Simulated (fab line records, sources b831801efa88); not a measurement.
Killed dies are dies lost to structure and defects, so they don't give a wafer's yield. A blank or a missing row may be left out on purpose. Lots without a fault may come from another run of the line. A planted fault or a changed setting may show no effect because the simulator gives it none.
fab line records | flow gf180mcu
record lots=5 wafers=15 last_day=33
route steps=602 shown V3@443 M4@456 V4@476
lots that met no fault: from a run of the same line without faults
start_h: hours from the record's first day to the start of the lot's first wafer shown | wait_h: hours since the lot's step before | " the same as in the row above | L1.1+2: a row that stands for several wafers | - no value, or no start given | * or withheld: withheld | < > ~ a bound
route shown NAME@n: a module of which the file shows steps, and the number in the route of the first | usual: mean/standard deviation of fault-free wafers | same: alike in all rows | chamber/n: place in a boat | sites: the reading at each site | _std_site: their standard deviation | _edge_site: outer sites' mean less inner sites' | radius_mm: how far each site lies from the wafer's centre | mask NAME#n: copy n | behind: the tool/chamber that last shaped the wafer | hold: why the lot was held/for how many hours/how that ended | device: the transistor (n, p or np) that didn't switch | end of line: the same wafers' tests at the end of the route | a step without rows: its recipe alone | killed: dies lost to structure and defects at the first sort, not the wafer's yield | map: a wafer's dies, x killed, . not, _ none there
set.NAME: the setting as run; set.NAME@STEP: as run at that earlier step | model.NAME: the simulator's own value behind a step, which no gauge read
lots at some steps of the route; a table a step, a row a wafer
services: from which hour (start_h, from the record's first day; less than 0 if before it) a tool's chamber was out of use, for how many hours, and why
## steps
# step GF_V3_CD_MEAS_14
# recipe target_cd_nm=260
# usual cd_nm=259.7/1.4
# columns lot.wafer tool chamber start_h wait_h cd_nm
L077.4 cd_sem-02 - 537.94 0.1 260.1
L077.5 " - " " 259.4
L077.6 " - " " 260.2
L081.2 cd_sem-01 - 578.65 0.1 259.2
L081.3 " - " " 259.8
L081.5 " - " " 259.0
L086.2 cd_sem-01 - 620.69 0.1 256.9
L086.3 " - " " 256.6
L086.6 " - " " 257.3
L087.1 cd_sem-02 - 629.35 0.2 259.4
L087.2 " - " " 257.8
L087.3 " - " " 257.3
L094.3 cd_sem-02 - 668.81 0.1 260.0
L094.5 " - " " 260.4
L094.6 " - " " 261.3
# step GF_V3_OVL_MEAS_15
# usual V3_OVL=0/5.8
# columns lot.wafer tool chamber start_h wait_h V3_OVL[nm]
L077.4 overlay-01 - 538.01 0.1 10
L077.5 " - " " 1
L077.6 " - " " 7
L081.2 overlay-02 - 578.76 0.1 10
L081.3 " - " " -1
L081.5 " - " " -5
L086.2 overlay-02 - 620.80 0.1 -8
L086.3 " - " " -1
L086.6 " - " " -13
L087.1 overlay-01 - 629.47 0.1 7
L087.2 " - " " 3
L087.3 " - " " 13
L094.3 overlay-01 - 668.90 0.1 -5
L094.5 " - " " -8
L094.6 " - " " -9
# step GF_V3_ETCH_16
# recipe chemistry=N2/H2 target_depth_a=withheld overetch_a=withheld time_s=withheld target=BARC ion_energy_ev=200 source_w=500 bias_w=100 pressure_mtorr=30 n2_flow_sccm=100 h2_flow_sccm=200
# usual drypump_motor_current_A=5.9/0.46 oes_product_au=0.854/0.004 throttle_valve_pct=13.226/0.0088
# columns lot.wafer tool chamber start_h wait_h drypump_motor_current_A oes_product_au throttle_valve_pct
L077.4 rie_diel-01 3 538.03 0.0 5.6 0.853 13.220
L077.5 " 3 " " 5.6 0.855 13.226
L077.6 " 0 " " 6.2 0.852 13.226
L081.2 rie_diel-02 3 578.79 0.0 6.6 0.852 13.217
L081.3 " 0 " " 6.4 0.846 13.226
L081.5 " 3 " " 6.6 0.855 13.214
L086.2 rie_diel-01 2 620.83 0.0 6.2 0.857 13.232
L086.3 " 0 " " 6.2 0.853 13.232
L086.6 " 3 " " 5.6 0.856 13.223
L087.1 rie_diel-02 2 629.51 0.0 5.5 0.856 13.215
L087.2 " 0 " " 6.4 0.856 13.227
L087.3 " 3 " " 6.6 0.856 13.237
L094.3 rie_diel-02 2 668.94 0.0 5.4 0.856 13.246
L094.5 " 3 " " 6.6 0.849 13.233
L094.6 " 2 " " 5.4 0.853 13.237
# step GF_V3_ETCH_17
# recipe chemistry=C4F8/O2/Ar mask_material=KrF target=SiO2 stop_on=TiN source_w=1500 bias_w=1200 pressure_mtorr=40 c4f8_flow_sccm=withheld O2_flow_sccm=6 Ar_flow_sccm=300 time_s=withheld target_depth_a=6350
# usual oes_product_au=0.856/0.0046
# columns lot.wafer tool chamber start_h wait_h oes_product_au
L077.4 rie_diel-01 3 - - 0.856
L077.5 " 3 " " 0.856
L077.6 " 0 " " 0.854
L081.2 rie_diel-02 3 - - 0.858
L081.3 " 0 " " 0.846
L081.5 " 3 " " 0.853
L086.2 rie_diel-01 2 - - 0.858
L086.3 " 0 " " 0.852
L086.6 " 3 " " 0.865
L087.1 rie_diel-02 2 - - 0.865
L087.2 " 0 " " 0.857
L087.3 " 3 " " 0.846
L094.3 rie_diel-02 2 - - 0.848
L094.5 " 3 " " 0.859
L094.6 " 2 " " 0.849
# step GF_V3_STRIP_18
# recipe chemistry=O2/N2 power_w=1400 pressure_mtorr=1500 platen_temp_c=250 o2_flow_sccm=3000 n2_flow_sccm=300 overash_fraction=0.5
# usual drypump_motor_current_A=5.53/0.22 heater_power_w=313/34 oes_product_au=0.592/0.0045 platen_temp_c=249.99/0.2
# columns lot.wafer tool chamber start_h wait_h drypump_motor_current_A heater_power_w oes_product_au platen_temp_c rf_hours_counter_h
L077.4 plasma_asher-04 0 538.19 - 5.62 274 0.593 250.01 -
L077.5 " 0 " " 5.62 274 0.593 249.78 -
L077.6 " 1 " " 5.41 304 0.597 250.08 -
L081.2 plasma_asher-01 1 578.91 - 5.83 292 0.596 250.01 78
L081.3 " 1 " " 5.85 287 0.599 249.91 -
L081.5 " 0 " " 5.30 370 0.595 250.07 -
L086.2 plasma_asher-01 1 620.96 - 5.83 286 0.588 250.09 84
L086.3 " 0 " " 5.26 373 0.589 249.66 -
L086.6 " 1 " " 5.82 293 0.592 249.77 -
L087.1 plasma_asher-04 1 629.64 - 5.44 300 0.583 249.85 50
L087.2 " 0 " " 5.58 273 0.590 249.81 50
L087.3 " 1 " " 5.44 303 0.597 249.69 -
L094.3 plasma_asher-04 0 669.15 - 5.62 277 0.600 249.98 -
L094.5 " 0 " " 5.64 273 0.583 250.00 -
L094.6 " 1 " " 5.43 305 0.590 249.94 -
# step GF_V3_STRIP_19
# recipe chemistry=post_etch_residue_remover time_s=1200 temp_c=72.5
# columns lot.wafer tool chamber start_h wait_h
L077.4+5+6 wet_bench-02 3 538.26 0.0
L081.2+3+5 wet_bench-02 3 579.01 0.1
L086.2+3+6 wet_bench-01 0 621.06 0.1
L087.1+2+3 wet_bench-02 2 629.74 0.1
L094.3+5+6 wet_bench-01 2 669.22 0.0
# step GF_V3_CLEAN_20
# recipe chemistry=DIW dry=n2_spin
# columns lot.wafer tool chamber start_h wait_h
L077.4+5+6 wet_bench-01 2 538.60 0.0
L081.2+3+5 wet_bench-02 3 579.39 0.0
L086.2+3+6 wet_bench-04 0 621.40 0.0
L087.1+2+3 wet_bench-04 3 630.11 0.0
L094.3+5+6 wet_bench-04 3 669.59 0.0
# step GF_V3_SPUTTER_21
# recipe material=Ti target_thk_nm=15 chamber_pressure_pa=5 power_w=2500 substrate_temp_c=200 time_s=80.02
# usual throttle_valve_pct=29.7/1.3
# columns lot.wafer tool chamber start_h wait_h throttle_valve_pct
L077.4 pvd_sputter-02 - 538.71 0.0 31.1
L077.5 " - " " 30.9
L077.6 " - " " 29.3
L081.2 pvd_sputter-01 - 579.49 0.0 28.8
L081.3 " - " " 29.4
L081.5 " - " " 29.0
L086.2 pvd_sputter-03 - 621.49 0.0 27.3
L086.3 " - " " 30.0
L086.6 " - " " 29.8
L087.1 pvd_sputter-02 - 630.20 0.0 29.2
L087.2 " - " " 31.2
L087.3 " - " " 30.8
L094.3 pvd_sputter-03 - 669.68 0.0 27.1
L094.5 " - " " 27.0
L094.6 " - " " 29.6
# step GF_V3_SPUTTER_22
# recipe material=TiN target_thk_nm=10 chamber_pressure_pa=5 power_w=4000 time_s=40
# usual throttle_valve_pct=29.7/1.4
# columns lot.wafer tool chamber start_h wait_h throttle_valve_pct
L077.4 pvd_sputter-02 - 538.77 0.0 31.4
L077.5 " - " " 30.9
L077.6 " - " " 29.2
L081.2 pvd_sputter-01 - 579.55 0.0 28.9
L081.3 " - " " 29.5
L081.5 " - " " 29.0
L086.2 pvd_sputter-03 - 621.55 0.0 26.9
L086.3 " - " " 29.8
L086.6 " - " " 30.2
L087.1 pvd_sputter-02 - 630.26 0.0 29.1
L087.2 " - " " 31.2
L087.3 " - " " 30.8
L094.3 pvd_sputter-03 - 669.74 0.0 27.0
L094.5 " - " " 27.1
L094.6 " - " " 29.6
# step GF_V3_CVD_23
# recipe material=W target_thk_nm=350 time_s=104.9 temp_c=400 pressure_torr=40
# usual heater_power_w=906/98
# columns lot.wafer tool chamber start_h wait_h heater_power_w since_wet_clean_h
L077.4 cvd_w-01 0 538.85 0.1 966 -
L077.5 " 1 " " 883 -
L077.6 " 0 " " 971 -
L081.2 cvd_w-01 0 579.59 0.0 973 676
L081.3 " 1 " " 880 -
L081.5 " 1 " " 876 -
L086.2 cvd_w-01 0 621.59 0.0 965 718
L086.3 " 1 " " 873 -
L086.6 " 0 " " 959 -
L087.1 cvd_w-02 0 630.30 0.0 750 226
L087.2 " 1 " " 1046 226
L087.3 " 0 " " 735 -
L094.3 cvd_w-01 1 669.82 0.1 895 -
L094.5 " 0 " " 971 -
L094.6 " 1 " " 890 -
# step GF_V3_RS_MEAS_24
# recipe thk_meas_gauge=four-point-probe reads=W_of_V3_CVD_23+TiN_of_V3_SPUTTER_22+Ti_of_V3_SPUTTER_21
# usual V3_W_RS=0.326/0.0032
# columns lot.wafer tool chamber start_h wait_h V3_W_RS[ohm/sq]
L077.4 film_metro-02 - 538.98 0.1 0.324
L077.5 " - " " 0.328
L077.6 " - " " 0.324
L081.2 film_metro-04 - 579.72 0.1 0.323
L081.3 " - " " 0.326
L081.5 " - " " 0.325
L086.2 film_metro-02 - 621.73 0.1 0.325
L086.3 " - " " 0.329
L086.6 " - " " 0.325
L087.1 film_metro-04 - 630.41 0.1 0.322
L087.2 " - " " 0.326
L087.3 " - " " 0.322
L094.3 film_metro-01 - 669.93 0.1 0.332
L094.5 " - " " 0.331
L094.6 " - " " 0.328
# step GF_V3_THK_MEAS_25
# recipe thk_meas_gauge=xrf reads=W_of_V3_CVD_23
# usual V3_W_THK=345/3.9
# columns lot.wafer tool chamber start_h wait_h V3_W_THK[nm]
L077.4 film_metro-02 - 539.07 0.1 345
L077.5 " - " " 341
L077.6 " - " " 344
L081.2 film_metro-04 - 579.83 0.1 350
L081.3 " - " " 347
L081.5 " - " " 345
L086.2 film_metro-02 - 621.84 0.1 346
L086.3 " - " " 344
L086.6 " - " " 347
L087.1 film_metro-04 - 630.53 0.1 347
L087.2 " - " " 344
L087.3 " - " " 349
L094.3 film_metro-01 - 670.03 0.1 343
L094.5 " - " " 341
L094.6 " - " " 345
# step GF_V3_CMP_26
# recipe stop_on=SiO2 down_force_psi=3.5 platen_rpm=60 t_overpolish_s=15 target_thk_nm=0 pad_velocity_m_s=0.94248
# usual motor_current_A=11.1/0.93 overpolish_run_s=15.000/0.0095 platen_rpm=60.00/0.039 time_to_endpoint_s=83/3.7
# columns lot.wafer tool chamber start_h wait_h motor_current_A overpolish_run_s platen_rpm time_to_endpoint_s
L077.4 cmp-01 0 539.10 0.0 11.6 14.996 60.01 85
L077.6 " 0 " " 11.2 15.003 60.00 84
L077.5 " 1 " " 9.9 14.993 60.04 78
L081.3 cmp-01 0 580.29 0.4 11.0 14.999 59.95 82
L081.2 " 1 " " 9.2 14.977 60.05 78
L081.5 " 2 " " 11.1 15.012 60.03 88
L086.2 cmp-01 1 622.39 0.5 9.3 15.001 60.01 83
L086.3 " 3 " " 10.1 14.997 60.00 81
L086.6 " 1 " " 9.4 14.999 59.98 83
L087.3 cmp-02 2 630.59 0.0 11.7 15.016 59.97 81
L087.1 " 0 " " 11.7 15.004 60.11 84
L087.2 " 1 " " 12.6 15.023 59.93 80
L094.3 cmp-01 0 670.45 0.4 11.4 15.005 60.04 84
L094.6 " 1 " " 9.8 15.006 60.02 84
L094.5 " 2 " " 11.3 15.005 60.02 89
# step GF_M4_SPUTTER_00
# recipe material=Ti target_thk_nm=37.5 arriving_ion_energy_ev=80 substrate_temp_c=200 chamber_pressure_pa=2 power_w=4000 time_s=150
# usual throttle_valve_pct=29.9/0.77
# columns lot.wafer tool chamber start_h wait_h throttle_valve_pct
L077.4 pvd_sputter-01 - 539.40 0.2 29.0
L077.5 " - " " 28.8
L077.6 " - " " 30.8
L081.2 pvd_sputter-04 - 580.49 0.1 30.6
L081.3 " - " " 29.6
L081.5 " - " " 30.5
L086.2 pvd_sputter-01 - 622.69 0.2 28.9
L086.3 " - " " 29.1
L086.6 " - " " 30.7
L087.1 pvd_sputter-04 - 630.89 0.1 29.7
L087.2 " - " " 30.7
L087.3 " - " " 30.5
L094.3 pvd_sputter-01 - 670.60 0.1 30.8
L094.5 " - " " 28.8
L094.6 " - " " 30.8
# step GF_M4_SPUTTER_01
# recipe material=TiN target_thk_nm=30 power_w=6500 time_s=25 chamber_pressure_pa=0.4
# usual throttle_valve_pct=29.8/0.78
# columns lot.wafer tool chamber start_h wait_h throttle_valve_pct
L077.4 pvd_sputter-01 - 539.50 0.1 28.8
L077.5 " - " " 28.9
L077.6 " - " " 30.9
L081.2 pvd_sputter-04 - 580.59 0.1 30.6
L081.3 " - " " 29.6
L081.5 " - " " 30.6
L086.2 pvd_sputter-01 - 622.79 0.1 29.0
L086.3 " - " " 29.4
L086.6 " - " " 30.9
L087.1 pvd_sputter-04 - 630.99 0.1 29.6
L087.2 " - " " 30.6
L087.3 " - " " 30.4
L094.3 pvd_sputter-01 - 670.70 0.1 31.1
L094.5 " - " " 28.9
L094.6 " - " " 30.9
# step GF_M4_SPUTTER_02
# recipe material=AlCu target_thk_nm=450 power_w=10600 time_s=23.9 chamber_pressure_pa=0.4
# usual throttle_valve_pct=29.8/0.76
# columns lot.wafer tool chamber start_h wait_h throttle_valve_pct
L077.4 pvd_sputter-01 - 539.53 0.0 28.6
L077.5 " - " " 28.7
L077.6 " - " " 30.6
L081.2 pvd_sputter-04 - 580.62 0.0 30.6
L081.3 " - " " 29.6
L081.5 " - " " 30.9
L086.2 pvd_sputter-01 - 622.82 0.0 29.0
L086.3 " - " " 29.1
L086.6 " - " " 30.8
L087.1 pvd_sputter-04 - 631.02 0.0 29.3
L087.2 " - " " 30.5
L087.3 " - " " 30.4
L094.3 pvd_sputter-01 - 670.73 0.0 30.9
L094.5 " - " " 29.0
L094.6 " - " " 30.7
# step GF_M4_SPUTTER_03
# recipe material=Ti target_thk_nm=10 substrate_temp_c=300 chamber_pressure_pa=0.3 power_w=3000 time_s=6.7
# usual throttle_valve_pct=29.8/0.78
# columns lot.wafer tool chamber start_h wait_h throttle_valve_pct
L077.4 pvd_sputter-01 - 539.56 0.0 28.9
L077.5 " - " " 29.0
L077.6 " - " " 30.9
L081.2 pvd_sputter-04 - 580.65 0.0 30.3
L081.3 " - " " 29.2
L081.5 " - " " 30.7
L086.2 pvd_sputter-01 - 622.85 0.0 29.0
L086.3 " - " " 29.0
L086.6 " - " " 30.7
L087.1 pvd_sputter-04 - 631.05 0.0 29.7
L087.2 " - " " 30.7
L087.3 " - " " 30.4
L094.3 pvd_sputter-01 - 670.76 0.0 30.8
L094.5 " - " " 28.8
L094.6 " - " " 30.9
# step GF_M4_SPUTTER_04
# recipe material=TiN target_thk_nm=50 power_w=6500 time_s=41.7 chamber_pressure_pa=0.4
# usual throttle_valve_pct=29.9/0.76
# columns lot.wafer tool chamber start_h wait_h throttle_valve_pct
L077.4 pvd_sputter-01 - 539.58 0.0 28.8
L077.5 " - " " 28.9
L077.6 " - " " 30.8
L081.2 pvd_sputter-04 - 580.67 0.0 30.7
L081.3 " - " " 29.5
L081.5 " - " " 30.4
L086.2 pvd_sputter-01 - 622.87 0.0 29.3
L086.3 " - " " 28.9
L086.6 " - " " 31.1
L087.1 pvd_sputter-04 - 631.07 0.0 29.6
L087.2 " - " " 30.5
L087.3 " - " " 30.6
L094.3 pvd_sputter-01 - 670.78 0.0 31.2
L094.5 " - " " 29.1
L094.6 " - " " 30.9
# step GF_M4_RS_MEAS_05
# recipe thk_meas_gauge=four-point-probe reads=TiN_of_M4_SPUTTER_04+Ti_of_M4_SPUTTER_03+AlCu_of_M4_SPUTTER_02+TiN_of_M4_SPUTTER_01+Ti_of_M4_SPUTTER_00
# usual M4_ALCU_RS=0.0695/0.00081
# columns lot.wafer tool chamber start_h wait_h M4_ALCU_RS[ohm/sq]
L077.4 film_metro-03 - 539.68 0.1 0.0699
L077.5 " - " " 0.0702
L077.6 " - " " 0.0705
L081.2 film_metro-03 - 580.80 0.1 0.0714
L081.3 " - " " 0.0711
L081.5 " - " " 0.0717
L086.2 film_metro-02 - 622.93 0.0 0.0700
L086.3 " - " " 0.0698
L086.6 " - " " 0.0705
L087.1 film_metro-02 - 631.11 0.0 0.0700
L087.2 " - " " 0.0685
L087.3 " - " " 0.0705
L094.3 film_metro-02 - 670.86 0.1 0.0694
L094.5 " - " " 0.0691
L094.6 " - " " 0.0693
# step GF_M4_THK_MEAS_06
# recipe thk_meas_gauge=xrf reads=AlCu_of_M4_SPUTTER_02
# usual M4_ALCU_THK=446/5.2
# columns lot.wafer tool chamber start_h wait_h M4_ALCU_THK[nm]
L077.4 film_metro-03 - 539.77 0.1 448
L077.5 " - " " 448
L077.6 " - " " 446
L081.2 film_metro-03 - 580.91 0.1 438
L081.3 " - " " 438
L081.5 " - " " 438
L086.2 film_metro-02 - 623.04 0.1 440
L086.3 " - " " 444
L086.6 " - " " 440
L087.1 film_metro-02 - 631.23 0.1 441
L087.2 " - " " 451
L087.3 " - " " 439
L094.3 film_metro-02 - 670.96 0.1 444
L094.5 " - " " 448
L094.6 " - " " 443
# step GF_M4_DEHYDRATE_07
# recipe temp_c=200 time_s=60
# columns lot.wafer tool chamber start_h wait_h
L077.4+5+6 litho_track-02 0 550.34 10.6
L081.2+3+5 litho_track-02 0 590.24 9.3
L086.2+3+6 litho_track-02 0 632.14 9.1
L087.1+2+3 litho_track-02 0 640.77 9.5
L094.3+5+6 litho_track-02 0 679.42 8.4
# step GF_M4_HMDS_08
# recipe prime_time_s=60 prime_temp_c=120
# columns lot.wafer tool chamber start_h wait_h
L077.4+5+6 litho_track-02 0 550.49 0.1
L081.2+3+5 litho_track-02 0 590.39 0.1
L086.2+3+6 litho_track-02 0 632.29 0.1
L087.1+2+3 litho_track-02 0 640.92 0.1
L094.3+5+6 litho_track-02 0 679.57 0.1
# step GF_M4_COAT_09
# recipe resist=KrF spin_rpm=withheld resist_thk_nm=1000
# columns lot.wafer tool chamber start_h wait_h
L077.4+5+6 litho_track-02 0 550.64 0.1
L081.2+3+5 litho_track-02 0 590.54 0.1
L086.2+3+6 litho_track-02 0 632.44 0.1
L087.1+2+3 litho_track-02 0 641.07 0.1
L094.3+5+6 litho_track-02 0 679.72 0.1
# step GF_M4_SOFTBAKE_10
# recipe temp_c=130 time_s=60 resist=KrF
# columns lot.wafer tool chamber start_h wait_h
L077.4+5+6 litho_track-02 0 550.79 0.1
L081.2+3+5 litho_track-02 0 590.69 0.1
L086.2+3+6 litho_track-02 0 632.59 0.1
L087.1+2+3 litho_track-02 0 641.22 0.1
L094.3+5+6 litho_track-02 0 679.87 0.1
# step GF_M4_EXPOSE_11
# recipe mask_id=Metal4 target_cd_nm=280 na=0.68 source_shape=conventional sigma_outer=0.6 dose_mj=28
# usual reticle_temp_C=22.98/0.11
# same na=0.68
# columns lot.wafer tool chamber start_h wait_h mask reticle_temp_C
L077.4 krf_scanner-01 0 - - Metal4#0 23.02
L077.5 " 0 " " Metal4#0 23.21
L077.6 " 0 " " Metal4#0 22.94
L081.2 krf_scanner-02 0 - - Metal4#0 22.95
L081.3 " 0 " " Metal4#0 22.96
L081.5 " 0 " " Metal4#0 23.03
L086.2 krf_scanner-01 0 - - Metal4#0 22.94
L086.3 " 0 " " Metal4#0 23.06
L086.6 " 0 " " Metal4#0 22.93
L087.1 krf_scanner-01 0 - - Metal4#0 22.88
L087.2 " 0 " " Metal4#0 22.94
L087.3 " 0 " " Metal4#0 22.91
L094.3 krf_scanner-01 0 - - Metal4#0 23.12
L094.5 " 0 " " Metal4#0 23.10
L094.6 " 0 " " Metal4#0 23.09
# step GF_M4_PEB_12
# recipe peb_temp_c=135 peb_time_s=90 resist=KrF
# columns lot.wafer tool chamber start_h wait_h
L077.4+5+6 litho_track-04 0 - -
L081.2+3+5 litho_track-04 0 - -
L086.2+3+6 litho_track-03 0 - -
L087.1+2+3 litho_track-03 0 - -
L094.3+5+6 litho_track-04 0 - -
# step GF_M4_DEVELOP_13
# recipe develop_time_s=60 dev_temp_c=21
# columns lot.wafer tool chamber start_h wait_h
L077.4+5+6 litho_track-04 0 561.85 0.1
L081.2+3+5 litho_track-04 0 602.00 0.2
L086.2+3+6 litho_track-03 0 643.00 0.2
L087.1+2+3 litho_track-03 0 650.98 0.2
L094.3+5+6 litho_track-04 0 689.62 0.1
# step GF_M4_CD_MEAS_14
# recipe target_cd_nm=280
# usual cd_nm=280.2/1.1
# columns lot.wafer tool chamber start_h wait_h cd_nm
L077.4 cd_sem-01 - 562.05 0.2 278.5
L077.5 " - " " 277.7
L077.6 " - " " 278.1
L081.2 cd_sem-01 - 602.14 0.1 280.4
L081.3 " - " " 280.5
L081.5 " - " " 281.0
L086.2 cd_sem-02 - 643.15 0.1 278.4
L086.3 " - " " 279.4
L086.6 " - " " 279.0
L087.1 cd_sem-01 - 651.14 0.1 280.2
L087.2 " - " " 283.0
L087.3 " - " " 281.2
L094.3 cd_sem-02 - 689.76 0.1 280.5
L094.5 " - " " 280.5
L094.6 " - " " 280.3
# step GF_M4_OVL_MEAS_15
# usual M4_OVL=1/6.4
# columns lot.wafer tool chamber start_h wait_h M4_OVL[nm]
L077.4 overlay-01 - 562.12 0.1 5
L077.5 " - " " 17
L077.6 " - " " 6
L081.2 overlay-02 - 602.25 0.1 8
L081.3 " - " " -5
L081.5 " - " " 4
L086.2 overlay-01 - 643.26 0.1 -4
L086.3 " - " " 7
L086.6 " - " " 3
L087.1 overlay-01 - 651.26 0.1 -4
L087.2 " - " " -8
L087.3 " - " " -6
L094.3 overlay-01 - 689.86 0.1 4
L094.5 " - " " 6
L094.6 " - " " 16
# step GF_M4_METAL_ETCH_16
# recipe chemistry=Cl2/BCl3 mask_material=KrF target_depth_nm=750.8 stop_on=SiO2 pressure_mtorr=8 icp_w=800 bias_w=140 Cl2_flow_sccm=80 bcl3_flow_sccm=40 time_s=125.1
# usual drypump_motor_current_A=5.5/0.34 oes_product_au=0.989/0.0053 throttle_valve_pct=28.229/0.0088
# columns lot.wafer tool chamber start_h wait_h drypump_motor_current_A oes_product_au rf_hours_counter_h throttle_valve_pct
L077.4 rie_metal-02 1 562.18 0.1 5.8 0.996 - 28.246
L077.5 " 1 " " 5.8 0.979 - 28.232
L077.6 " 0 " " 5.7 0.990 - 28.233
L081.2 rie_metal-01 1 602.28 0.0 5.7 0.984 1 28.240
L081.3 " 1 " " 5.7 0.990 - 28.220
L081.5 " 1 " " 5.7 0.983 - 28.241
L086.2 rie_metal-01 0 643.29 0.0 5.7 0.990 5 28.240
L086.3 " 0 " " 5.7 0.993 - 28.233
L086.6 " 0 " " 5.7 0.992 - 28.246
L087.1 rie_metal-03 0 651.30 0.0 4.9 0.990 12 28.221
L087.2 " 0 " " 4.9 0.992 - 28.240
L087.3 " 0 " " 4.9 0.990 - 28.204
L094.3 rie_metal-03 0 689.92 0.1 4.9 0.992 - 28.213
L094.5 " 1 " " 5.3 0.985 - 28.227
L094.6 " 0 " " 4.9 0.991 - 28.223
# step GF_M4_STRIP_17
# recipe chemistry=O2/N2 power_w=1400 pressure_mtorr=1500 platen_temp_c=250 o2_flow_sccm=3000 n2_flow_sccm=300 overash_fraction=0.5
# usual drypump_motor_current_A=5.47/0.22 heater_power_w=329/30 oes_product_au=0.538/0.0047 platen_temp_c=249.97/0.17 strip_time_to_endpoint_s=7.39/0.05
# columns lot.wafer tool chamber start_h wait_h drypump_motor_current_A heater_power_w oes_product_au platen_temp_c rf_hours_counter_h strip_time_to_endpoint_s
L077.4 plasma_asher-02 1 562.30 0.1 5.34 328 0.537 250.08 - 7.42
L077.5 " 1 " " 5.33 311 0.534 250.10 - 7.41
L077.6 " 0 " " 5.43 334 0.541 249.85 - 7.34
L081.2 plasma_asher-03 0 602.41 0.1 5.24 374 0.542 249.72 101 7.46
L081.3 " 0 " " 5.18 359 0.536 249.77 - 7.38
L081.5 " 0 " " 5.19 355 0.533 249.98 - 7.37
L086.2 plasma_asher-03 0 643.41 0.1 5.22 357 0.547 250.22 107 7.40
L086.3 " 0 " " 5.21 357 0.539 250.05 - 7.41
L086.6 " 0 " " 5.22 361 0.542 250.00 - 7.43
L087.1 plasma_asher-01 0 651.64 0.3 5.36 363 0.535 249.74 88 7.37
L087.2 " 1 " " 5.83 284 0.542 250.05 88 7.38
L087.3 " 1 " " 5.85 285 0.541 250.06 - 7.36
L094.3 plasma_asher-01 0 690.04 0.1 5.28 362 0.536 250.08 - 7.35
L094.5 " 0 " " 5.34 365 0.538 249.94 - 7.41
L094.6 " 1 " " 5.84 288 0.542 250.07 - 7.34
# step GF_M4_STRIP_18
# recipe chemistry=post_etch_residue_remover time_s=1200 temp_c=72.5
# columns lot.wafer tool chamber start_h wait_h
L077.4+5+6 wet_bench-01 0 562.37 0.0
L081.2+3+5 wet_bench-03 0 602.51 0.1
L086.2+3+6 wet_bench-04 1 643.51 0.1
L087.1+2+3 wet_bench-04 0 651.74 0.1
L094.3+5+6 wet_bench-03 2 690.11 0.0
# step GF_M4_CLEAN_19
# recipe chemistry=DIW dry=n2_spin
# columns lot.wafer tool chamber start_h wait_h
L077.4+5+6 wet_bench-03 0 562.71 0.0
L081.2+3+5 wet_bench-04 2 602.85 0.0
L086.2+3+6 wet_bench-03 3 643.86 0.0
L087.1+2+3 wet_bench-01 1 652.09 0.0
L094.3+5+6 wet_bench-04 1 690.45 0.0
# step GF_V4_CVD_00
# recipe material=SiO2 target_thk_nm=600 sigma_open_frac=0.3 temp_c=400 time_s=100 sih4_flow_sccm=60 pressure_mtorr=6
# columns lot.wafer tool chamber start_h wait_h
L077.4+5+6 hdpcvd-01 2,0,1 562.85 0.0
L081.2+3+5 hdpcvd-01 2,1,0 602.94 0.0
L086.2+3+6 hdpcvd-01 2,1,1 643.95 0.0
L087.1+2+3 hdpcvd-02 1,2,0 652.18 0.0
L094.3+5+6 hdpcvd-02 0,1,2 690.54 0.0
# step GF_V4_THK_MEAS_01
# recipe reads=SiO2_of_V4_CVD_00
# usual V4_CVD_00_THK=603/5.8
# columns lot.wafer tool chamber start_h wait_h V4_CVD_00_THK[nm]
L077.4 film_metro-03 - 562.91 0.0 605
L077.5 " - " " 610
L077.6 " - " " 602
L081.2 film_metro-04 - 603.03 0.0 607
L081.3 " - " " 603
L081.5 " - " " 602
L086.2 film_metro-03 - 644.03 0.0 611
L086.3 " - " " 615
L086.6 " - " " 608
L087.1 film_metro-03 - 652.25 0.0 595
L087.2 " - " " 604
L087.3 " - " " 603
L094.3 film_metro-04 - 690.63 0.1 597
L094.5 " - " " 605
L094.6 " - " " 606
# step GF_V4_CVD_02
# recipe material=SiO2 target_thk_nm=850 precursor=TEOS temp_c=400 time_s=94.851 rf_w=600
# usual heater_power_w=633/98
# columns lot.wafer tool chamber start_h wait_h heater_power_w since_wet_clean_h
L077.4 pecvd-01 1 562.98 0.1 576 -
L077.5 " 0 " " 552 -
L077.6 " 2 " " 601 -
L081.2 pecvd-01 1 603.08 0.0 556 220
L081.3 " 0 " " 481 220
L081.5 " 1 " " 608 -
L086.2 pecvd-03 0 644.08 0.0 611 678
L086.3 " 2 " " 589 678
L086.6 " 2 " " 614 -
L087.1 pecvd-03 0 652.31 0.1 631 686
L087.2 " 1 " " 801 686
L087.3 " 2 " " 574 686
L094.3 pecvd-03 2 690.67 0.0 538 724
L094.5 " 0 " " 740 -
L094.6 " 1 " " 638 -
# step GF_V4_THK_MEAS_03
# recipe reads=SiO2_of_V4_CVD_02
# usual V4_CVD_02_THK=852/10
# columns lot.wafer tool chamber start_h wait_h V4_CVD_02_THK[nm]
L077.4 film_metro-03 - 563.04 0.0 875
L077.5 " - " " 861
L077.6 " - " " 863
L081.2 film_metro-03 - 603.15 0.0 857
L081.3 " - " " 847
L081.5 " - " " 868
L086.2 film_metro-01 - 644.16 0.0 850
L086.3 " - " " 863
L086.6 " - " " 866
L087.1 film_metro-01 - 652.38 0.0 845
L087.2 " - " " 858
L087.3 " - " " 845
L094.3 film_metro-04 - 690.76 0.1 842
L094.5 " - " " 849
L094.6 " - " " 841
## services
# columns tool chamber start_h hours kind
plasma_asher-04 - 516.12 14.6 pm
rie_diel-01 3 529.07 2.4 repair
wet_bench-02 - 530.26 7.9 repair
cmp-01 - 532.65 5.9 repair
krf_scanner-01 - 546.23 0.8 pm
rie_diel-02 2 546.67 3.7 repair
pvd_sputter-04 - 551.40 26.9 repair
krf_scanner-01 - 561.37 1.3 pm
rie_diel-01 - 589.11 0.3 repair
rie_diel-02 3 590.50 6.5 repair
cmp-01 - 597.70 6.1 pm
rie_diel-02 1 604.13 132.0 repair
pvd_sputter-02 - 613.53 2.4 repair
rie_diel-02 - 617.15 2.8 pm
pvd_sputter-01 - 618.09 3.5 repair
pvd_sputter-01 - 618.23 0.8 repair
pvd_sputter-03 - 619.77 1.1 repair
rie_diel-02 - 623.91 1.5 repair
rie_diel-01 1 627.86 1.7 repair
pvd_sputter-01 - 633.40 8.5 repair
krf_scanner-01 - 651.30 0.4 repair
krf_scanner-01 - 661.78 1.0 pm
rie_diel-02 0 667.70 6.2 repair
rie_diel-02 - 688.76 28.1 pm
## key
fault none
